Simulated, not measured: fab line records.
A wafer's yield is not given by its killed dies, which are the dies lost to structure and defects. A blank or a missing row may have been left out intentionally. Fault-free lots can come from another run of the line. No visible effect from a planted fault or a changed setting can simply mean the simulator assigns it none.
fab line records :: flow sky130 :: part 2 of 2: steps 33 to 46 of 46
record
  lots=5
  wafers=15
  lastDay=50
route steps=708 shown POLY_GATE@225 LDD_N@237 LDD_P@255 LDD_HVN@267
lots that met no fault: taken from a fault-free run of the same line
startH: the number of hours between the record's first day and the start of the first shown wafer of the lot :: waitH: time in hours since the lot's previous step :: " repeats the value in the row above :: L1.1+2: several wafers, shown together as one row :: - no value present, or no start provided :: * or withheld: withheld :: < > ~ a bound
route shown NAME@n: names a module that has steps shown in the file, with the first one's number in the route :: usual: mean/standard deviation taken from wafers without a fault :: same: alike in all rows :: chamber/n: place in a boat :: sites: the reading at each site :: _std_site: standard deviation of those values :: _edge_site: the outer-site mean with the inner-site mean subtracted :: radiusMm: for every site, how far away it sits from the centre of the wafer :: mask NAME#n: copy n :: behind: the most recent tool/chamber to have shaped the wafer :: hold: why the lot was held/for how many hours/how that ended :: device: transistor that didn't switch, given as n, p or np :: end of line: tests run on the same wafers once the route is complete :: step lacking rows: just its recipe :: killed: dies lost to structure and defects at the first sort, not the wafer's yield :: map: a wafer's dies, x killed, . not, _ none there
set.NAME: the setting that was run; set.NAME@STEP: the one run at that earlier step :: model.NAME: the simulator's own value behind a step, which no gauge read
a table for each step, a row for each wafer; lots at some steps of the route
services: a tool's chamber out of use, with start hour (startH, from the record's first day; less than 0 if before it), hours out, and reason
## steps
# step SKY_LDD_P_COAT_02
# recipe
  resist=NOVOLAK
  spinRpm=3000
  resistThkNm=1140
lot.wafer: L078.1+5+6
tool: lithoTrack-04
chamber: 0
startH: 469.16
waitH: 0.1

lot.wafer: L087.1+4+5
tool: lithoTrack-03
chamber: 0
startH: 538.25
waitH: 0.1

lot.wafer: L088.3+4+5
tool: lithoTrack-03
chamber: 0
startH: 548.45
waitH: 0.1

lot.wafer: L089.1+2+4
tool: lithoTrack-04
chamber: 0
startH: 549.11
waitH: 0.1

lot.wafer: L094.1+3+4
tool: lithoTrack-03
chamber: 0
startH: 590.35
waitH: 0.1
# step SKY_LDD_P_SOFTBAKE_03
# recipe
  tempC=90
  timeS=60
  resist=NOVOLAK
lot.wafer: L078.1+5+6
tool: lithoTrack-04
chamber: 0
startH: 469.31
waitH: 0.1

lot.wafer: L087.1+4+5
tool: lithoTrack-03
chamber: 0
startH: 538.40
waitH: 0.1

lot.wafer: L088.3+4+5
tool: lithoTrack-03
chamber: 0
startH: 548.60
waitH: 0.1

lot.wafer: L089.1+2+4
tool: lithoTrack-04
chamber: 0
startH: 549.26
waitH: 0.1

lot.wafer: L094.1+3+4
tool: lithoTrack-03
chamber: 0
startH: 590.50
waitH: 0.1
# step SKY_LDD_P_EXPOSE_04
# recipe
  maskId=PSDM
  na=0.6
  sourceShape=conventional
  sigmaOuter=0.6
  polarization=unpolarized
  targetCdNm=380
  doseMj=138
lot.wafer: L078.1+5+6
tool: ilineStepper-01
chamber: 0
startH: -
waitH: -
mask: PSDM#0

lot.wafer: L087.1+4+5
tool: ilineStepper-02
chamber: 0
startH: -
waitH: -
mask: PSDM#0

lot.wafer: L088.3+4+5
tool: ilineStepper-01
chamber: 0
startH: -
waitH: -
mask: PSDM#0

lot.wafer: L089.1+2+4
tool: ilineStepper-01
chamber: 0
startH: -
waitH: -
mask: PSDM#0

lot.wafer: L094.1+3+4
tool: ilineStepper-02
chamber: 0
startH: -
waitH: -
mask: PSDM#0
# step SKY_LDD_P_PEB_05
# recipe
  tempC=withheld
  timeS=*
  resist=NOVOLAK
lot.wafer: L078.1+5+6
tool: lithoTrack-01
chamber: 0
startH: -
waitH: -

lot.wafer: L087.1+4+5
tool: lithoTrack-01
chamber: 0
startH: -
waitH: -

lot.wafer: L088.3+4+5
tool: lithoTrack-04
chamber: 0
startH: -
waitH: -

lot.wafer: L089.1+2+4
tool: lithoTrack-04
chamber: 0
startH: -
waitH: -

lot.wafer: L094.1+3+4
tool: lithoTrack-03
chamber: 0
startH: -
waitH: -
# step SKY_LDD_P_DEVELOP_06
# recipe
  resist=NOVOLAK
  developer=TMAH
  developTimeS=60
  devTempC=23
lot.wafer: L078.1+5+6
tool: lithoTrack-01
chamber: 0
startH: 484.58
waitH: 0.1

lot.wafer: L087.1+4+5
tool: lithoTrack-01
chamber: 0
startH: 553.38
waitH: 0.1

lot.wafer: L088.3+4+5
tool: lithoTrack-04
chamber: 0
startH: 563.81
waitH: 0.1

lot.wafer: L089.1+2+4
tool: lithoTrack-04
chamber: 0
startH: 564.06
waitH: 0.1

lot.wafer: L094.1+3+4
tool: lithoTrack-03
chamber: 0
startH: 605.30
waitH: 0.1
# step SKY_LDD_P_CD_MEAS_07
# recipe
  targetCdNm=380
# usual
  cdNm=380.8/2.2
lot.wafer: L078.1
tool: cdSem-02
chamber: -
startH: 484.73
waitH: 0.1
cdNm: 381.1

lot.wafer: L078.5
tool: cdSem-02
chamber: -
startH: 484.73
waitH: 0.1
cdNm: 383.7

lot.wafer: L078.6
tool: cdSem-02
chamber: -
startH: 484.73
waitH: 0.1
cdNm: 378.4

lot.wafer: L087.1
tool: cdSem-02
chamber: -
startH: 553.53
waitH: 0.1
cdNm: 384.6

lot.wafer: L087.4
tool: cdSem-02
chamber: -
startH: 553.53
waitH: 0.1
cdNm: 386.4

lot.wafer: L087.5
tool: cdSem-02
chamber: -
startH: 553.53
waitH: 0.1
cdNm: 383.8

lot.wafer: L088.3
tool: cdSem-02
chamber: -
startH: 563.95
waitH: 0.1
cdNm: 379.5

lot.wafer: L088.4
tool: cdSem-02
chamber: -
startH: 563.95
waitH: 0.1
cdNm: 380.4

lot.wafer: L088.5
tool: cdSem-02
chamber: -
startH: 563.95
waitH: 0.1
cdNm: 383.7

lot.wafer: L089.1
tool: cdSem-02
chamber: -
startH: 564.21
waitH: 0.1
cdNm: 380.2

lot.wafer: L089.2
tool: cdSem-02
chamber: -
startH: 564.21
waitH: 0.1
cdNm: 376.3

lot.wafer: L089.4
tool: cdSem-02
chamber: -
startH: 564.21
waitH: 0.1
cdNm: 379.6

lot.wafer: L094.1
tool: cdSem-02
chamber: -
startH: 605.45
waitH: 0.1
cdNm: 383.5

lot.wafer: L094.3
tool: cdSem-02
chamber: -
startH: 605.45
waitH: 0.1
cdNm: 382.6

lot.wafer: L094.4
tool: cdSem-02
chamber: -
startH: 605.45
waitH: 0.1
cdNm: 382.4
# step SKY_LDD_P_OVL_MEAS_08
# usual
  LDD_P_OVL=0.7/1.4
lot.wafer: L078.1
tool: overlay-01
chamber: -
startH: 484.85
waitH: 0.1
LDD_P_OVL[nm]: 0.6

lot.wafer: L078.5
tool: overlay-01
chamber: -
startH: 484.85
waitH: 0.1
LDD_P_OVL[nm]: 1.0

lot.wafer: L078.6
tool: overlay-01
chamber: -
startH: 484.85
waitH: 0.1
LDD_P_OVL[nm]: -0.1

lot.wafer: L087.1
tool: overlay-01
chamber: -
startH: 553.66
waitH: 0.1
LDD_P_OVL[nm]: 3.1

lot.wafer: L087.4
tool: overlay-01
chamber: -
startH: 553.66
waitH: 0.1
LDD_P_OVL[nm]: 1.7

lot.wafer: L087.5
tool: overlay-01
chamber: -
startH: 553.66
waitH: 0.1
LDD_P_OVL[nm]: 2.0

lot.wafer: L088.3
tool: overlay-02
chamber: -
startH: 564.05
waitH: 0.1
LDD_P_OVL[nm]: -0.5

lot.wafer: L088.4
tool: overlay-02
chamber: -
startH: 564.05
waitH: 0.1
LDD_P_OVL[nm]: -0.6

lot.wafer: L088.5
tool: overlay-02
chamber: -
startH: 564.05
waitH: 0.1
LDD_P_OVL[nm]: -1.2

lot.wafer: L089.1
tool: overlay-01
chamber: -
startH: 564.33
waitH: 0.1
LDD_P_OVL[nm]: 0.4

lot.wafer: L089.2
tool: overlay-01
chamber: -
startH: 564.33
waitH: 0.1
LDD_P_OVL[nm]: -0.1

lot.wafer: L089.4
tool: overlay-01
chamber: -
startH: 564.33
waitH: 0.1
LDD_P_OVL[nm]: 0.8

lot.wafer: L094.1
tool: overlay-01
chamber: -
startH: 605.57
waitH: 0.1
LDD_P_OVL[nm]: 1.5

lot.wafer: L094.3
tool: overlay-01
chamber: -
startH: 605.57
waitH: 0.1
LDD_P_OVL[nm]: 2.7

lot.wafer: L094.4
tool: overlay-01
chamber: -
startH: 605.57
waitH: 0.1
LDD_P_OVL[nm]: 0.9
# step SKY_LDD_P_IMPLANT_09
# recipe
  species=BF2
  energyKev=25
  doseCm2=1e+13
  tiltDeg=withheld
lot.wafer: L078.1+5+6
tool: implanter-02
chamber: 0
startH: 484.89
waitH: 0.0

lot.wafer: L087.1+4+5
tool: implanter-02
chamber: 0
startH: 553.69
waitH: 0.0

lot.wafer: L088.3+4+5
tool: implanter-04
chamber: 0
startH: 564.12
waitH: 0.1

lot.wafer: L089.1+2+4
tool: implanter-01
chamber: 0
startH: 564.37
waitH: 0.0

lot.wafer: L094.1+3+4
tool: implanter-04
chamber: 0
startH: 605.61
waitH: 0.0
# step SKY_LDD_P_STRIP_10
# recipe
  chemistry=O2/N2
  powerW=1400
  pressureMtorr=1500
  platenTempC=withheld
  o2FlowSccm=3000
  n2FlowSccm=300
  overashFraction=0.5
# usual
  drypumpMotorCurrentA=5.35/0.28
  oesProductAu=0.715/0.0046
  stripTimeToEndpointS=14.17/0.038
lot.wafer: L078.1
tool: plasmaAsher-03
chamber: 0
startH: 485.04
waitH: 0.1
drypumpMotorCurrentA: 5.59
oesProductAu: 0.714
rfHoursCounterH: 36
stripTimeToEndpointS: 14.16

lot.wafer: L078.5
tool: plasmaAsher-03
chamber: 1
startH: 485.04
waitH: 0.1
drypumpMotorCurrentA: 5.70
oesProductAu: 0.721
rfHoursCounterH: -
stripTimeToEndpointS: 14.15

lot.wafer: L078.6
tool: plasmaAsher-03
chamber: 0
startH: 485.04
waitH: 0.1
drypumpMotorCurrentA: 5.58
oesProductAu: 0.721
rfHoursCounterH: -
stripTimeToEndpointS: 14.14

lot.wafer: L087.1
tool: plasmaAsher-03
chamber: 0
startH: 553.84
waitH: 0.1
drypumpMotorCurrentA: 5.60
oesProductAu: 0.715
rfHoursCounterH: 42
stripTimeToEndpointS: 14.19

lot.wafer: L087.4
tool: plasmaAsher-03
chamber: 1
startH: 553.84
waitH: 0.1
drypumpMotorCurrentA: 5.67
oesProductAu: 0.717
rfHoursCounterH: -
stripTimeToEndpointS: 14.19

lot.wafer: L087.5
tool: plasmaAsher-03
chamber: 0
startH: 553.84
waitH: 0.1
drypumpMotorCurrentA: 5.60
oesProductAu: 0.719
rfHoursCounterH: -
stripTimeToEndpointS: 14.20

lot.wafer: L088.3
tool: plasmaAsher-04
chamber: 1
startH: 564.25
waitH: 0.1
drypumpMotorCurrentA: 5.38
oesProductAu: 0.724
rfHoursCounterH: -
stripTimeToEndpointS: 14.23

lot.wafer: L088.4
tool: plasmaAsher-04
chamber: 0
startH: 564.25
waitH: 0.1
drypumpMotorCurrentA: 5.12
oesProductAu: 0.709
rfHoursCounterH: -
stripTimeToEndpointS: 14.23

lot.wafer: L088.5
tool: plasmaAsher-04
chamber: 0
startH: 564.25
waitH: 0.1
drypumpMotorCurrentA: 5.10
oesProductAu: 0.710
rfHoursCounterH: -
stripTimeToEndpointS: 14.23

lot.wafer: L089.1
tool: plasmaAsher-04
chamber: 0
startH: 564.52
waitH: 0.1
drypumpMotorCurrentA: 5.10
oesProductAu: 0.718
rfHoursCounterH: 87
stripTimeToEndpointS: 14.15

lot.wafer: L089.2
tool: plasmaAsher-04
chamber: 1
startH: 564.52
waitH: 0.1
drypumpMotorCurrentA: 5.35
oesProductAu: 0.717
rfHoursCounterH: 87
stripTimeToEndpointS: 14.18

lot.wafer: L089.4
tool: plasmaAsher-04
chamber: 0
startH: 564.52
waitH: 0.1
drypumpMotorCurrentA: 5.11
oesProductAu: 0.720
rfHoursCounterH: -
stripTimeToEndpointS: 14.10

lot.wafer: L094.1
tool: plasmaAsher-03
chamber: 0
startH: 605.76
waitH: 0.1
drypumpMotorCurrentA: 5.59
oesProductAu: 0.713
rfHoursCounterH: 48
stripTimeToEndpointS: 14.19

lot.wafer: L094.3
tool: plasmaAsher-03
chamber: 1
startH: 605.76
waitH: 0.1
drypumpMotorCurrentA: 5.71
oesProductAu: 0.724
rfHoursCounterH: -
stripTimeToEndpointS: 14.21

lot.wafer: L094.4
tool: plasmaAsher-03
chamber: 0
startH: 605.76
waitH: 0.1
drypumpMotorCurrentA: 5.60
oesProductAu: 0.718
rfHoursCounterH: -
stripTimeToEndpointS: 14.23
# step SKY_LDD_P_TW_MEAS_11
# usual
  LDD_P_TW=639.9/2.8
lot.wafer: L078.1
tool: filmMetro-01
chamber: -
startH: 485.14
waitH: 0.1
LDD_P_TW: 639.2

lot.wafer: L078.5
tool: filmMetro-01
chamber: -
startH: 485.14
waitH: 0.1
LDD_P_TW: 639.7

lot.wafer: L078.6
tool: filmMetro-01
chamber: -
startH: 485.14
waitH: 0.1
LDD_P_TW: 639.8

lot.wafer: L087.1
tool: filmMetro-01
chamber: -
startH: 553.94
waitH: 0.1
LDD_P_TW: 636.6

lot.wafer: L087.4
tool: filmMetro-01
chamber: -
startH: 553.94
waitH: 0.1
LDD_P_TW: 634.2

lot.wafer: L087.5
tool: filmMetro-01
chamber: -
startH: 553.94
waitH: 0.1
LDD_P_TW: 636.1

lot.wafer: L088.3
tool: filmMetro-02
chamber: -
startH: 564.34
waitH: 0.1
LDD_P_TW: 637.7

lot.wafer: L088.4
tool: filmMetro-02
chamber: -
startH: 564.34
waitH: 0.1
LDD_P_TW: 642.4

lot.wafer: L088.5
tool: filmMetro-02
chamber: -
startH: 564.34
waitH: 0.1
LDD_P_TW: 644.6

lot.wafer: L089.1
tool: filmMetro-04
chamber: -
startH: 564.62
waitH: 0.1
LDD_P_TW: 640.2

lot.wafer: L089.2
tool: filmMetro-04
chamber: -
startH: 564.62
waitH: 0.1
LDD_P_TW: 638.8

lot.wafer: L089.4
tool: filmMetro-04
chamber: -
startH: 564.62
waitH: 0.1
LDD_P_TW: 638.5

lot.wafer: L094.1
tool: filmMetro-02
chamber: -
startH: 605.86
waitH: 0.1
LDD_P_TW: 640.9

lot.wafer: L094.3
tool: filmMetro-02
chamber: -
startH: 605.86
waitH: 0.1
LDD_P_TW: 638.4

lot.wafer: L094.4
tool: filmMetro-02
chamber: -
startH: 605.86
waitH: 0.1
LDD_P_TW: 642.2
# step SKY_LDD_HVN_DEHYDRATE_00
# recipe
  tempC=200
  timeS=60
lot.wafer: L078.1+5+6
tool: lithoTrack-02
chamber: 0
startH: 500.55
waitH: 15.4

lot.wafer: L087.1+4+5
tool: lithoTrack-04
chamber: 0
startH: 568.21
waitH: 14.3

lot.wafer: L088.3+4+5
tool: lithoTrack-03
chamber: 0
startH: 578.25
waitH: 13.9

lot.wafer: L089.1+2+4
tool: lithoTrack-02
chamber: 0
startH: 578.65
waitH: 14.0

lot.wafer: L094.1+3+4
tool: lithoTrack-04
chamber: 0
startH: 619.96
waitH: 14.1
# step SKY_LDD_HVN_HMDS_01
# recipe
  primeTimeS=60
  primeTempC=120
lot.wafer: L078.1+5+6
tool: lithoTrack-02
chamber: 0
startH: 500.70
waitH: 0.1

lot.wafer: L087.1+4+5
tool: lithoTrack-04
chamber: 0
startH: 568.36
waitH: 0.1

lot.wafer: L088.3+4+5
tool: lithoTrack-03
chamber: 0
startH: 578.40
waitH: 0.1

lot.wafer: L089.1+2+4
tool: lithoTrack-02
chamber: 0
startH: 578.80
waitH: 0.1

lot.wafer: L094.1+3+4
tool: lithoTrack-04
chamber: 0
startH: 620.11
waitH: 0.1
# step SKY_LDD_HVN_COAT_02
# recipe
  resist=NOVOLAK
  spinRpm=3000
  resistThkNm=300
lot.wafer: L078.1+5+6
tool: lithoTrack-02
chamber: 0
startH: 500.85
waitH: 0.1

lot.wafer: L087.1+4+5
tool: lithoTrack-04
chamber: 0
startH: 568.51
waitH: 0.1

lot.wafer: L088.3+4+5
tool: lithoTrack-03
chamber: 0
startH: 578.55
waitH: 0.1

lot.wafer: L089.1+2+4
tool: lithoTrack-02
chamber: 0
startH: 578.95
waitH: 0.1

lot.wafer: L094.1+3+4
tool: lithoTrack-04
chamber: 0
startH: 620.26
waitH: 0.1
# step SKY_LDD_HVN_SOFTBAKE_03
# recipe
  tempC=90
  timeS=60
  resist=NOVOLAK
lot.wafer: L078.1+5+6
tool: lithoTrack-02
chamber: 0
startH: 501.00
waitH: 0.1

lot.wafer: L087.1+4+5
tool: lithoTrack-04
chamber: 0
startH: 568.66
waitH: 0.1

lot.wafer: L088.3+4+5
tool: lithoTrack-03
chamber: 0
startH: 578.70
waitH: 0.1

lot.wafer: L089.1+2+4
tool: lithoTrack-02
chamber: 0
startH: 579.10
waitH: 0.1

lot.wafer: L094.1+3+4
tool: lithoTrack-04
chamber: 0
startH: 620.41
waitH: 0.1
## services
tool: plasmaAsher-01
chamber: -
startH: 408.61
hours: 0.6
kind: repair

tool: rieSi-01
chamber: 1
startH: 419.94
hours: 1.7
kind: repair

tool: plasmaAsher-02
chamber: -
startH: 421.25
hours: 9.0
kind: pm

tool: rieDiel-03
chamber: 0
startH: 432.56
hours: 17.5
kind: repair

tool: rieDiel-02
chamber: 0
startH: 435.25
hours: 7.2
kind: repair

tool: implanter-03
chamber: -
startH: 448.23
hours: 2.5
kind: repair

tool: rieDiel-03
chamber: -
startH: 488.35
hours: 2.2
kind: repair

tool: implanter-03
chamber: -
startH: 489.25
hours: 5.9
kind: repair

tool: rieSi-02
chamber: 1
startH: 497.89
hours: 2.1
kind: repair

tool: ilineStepper-01
chamber: -
startH: 506.66
hours: 2.1
kind: pm

tool: rieDiel-03
chamber: 3
startH: 511.23
hours: 3.0
kind: repair

tool: ilineStepper-01
chamber: -
startH: 515.34
hours: 1.7
kind: pm

tool: implanter-02
chamber: -
startH: 529.13
hours: 3.2
kind: pm

tool: rieDiel-03
chamber: 3
startH: 534.69
hours: 2.0
kind: repair

tool: implanter-03
chamber: -
startH: 539.53
hours: 0.6
kind: repair

tool: furnace-01
chamber: -
startH: 545.05
hours: 3.5
kind: pm

tool: ilineStepper-02
chamber: -
startH: 553.71
hours: 1.7
kind: pm

tool: ilineStepper-02
chamber: -
startH: 559.40
hours: 3.5
kind: repair

tool: rieDiel-02
chamber: -
startH: 581.14
hours: 1.1
kind: repair

tool: implanter-01
chamber: -
startH: 598.18
hours: 2.0
kind: repair

tool: plasmaAsher-01
chamber: -
startH: 598.80
hours: 4.2
kind: repair

tool: rieDiel-03
chamber: 2
startH: 599.69
hours: 10.1
kind: repair

tool: furnace-01
chamber: -
startH: 614.80
hours: 3.0
kind: pm

tool: ilineStepper-02
chamber: -
startH: 615.61
hours: 3.6
kind: repair
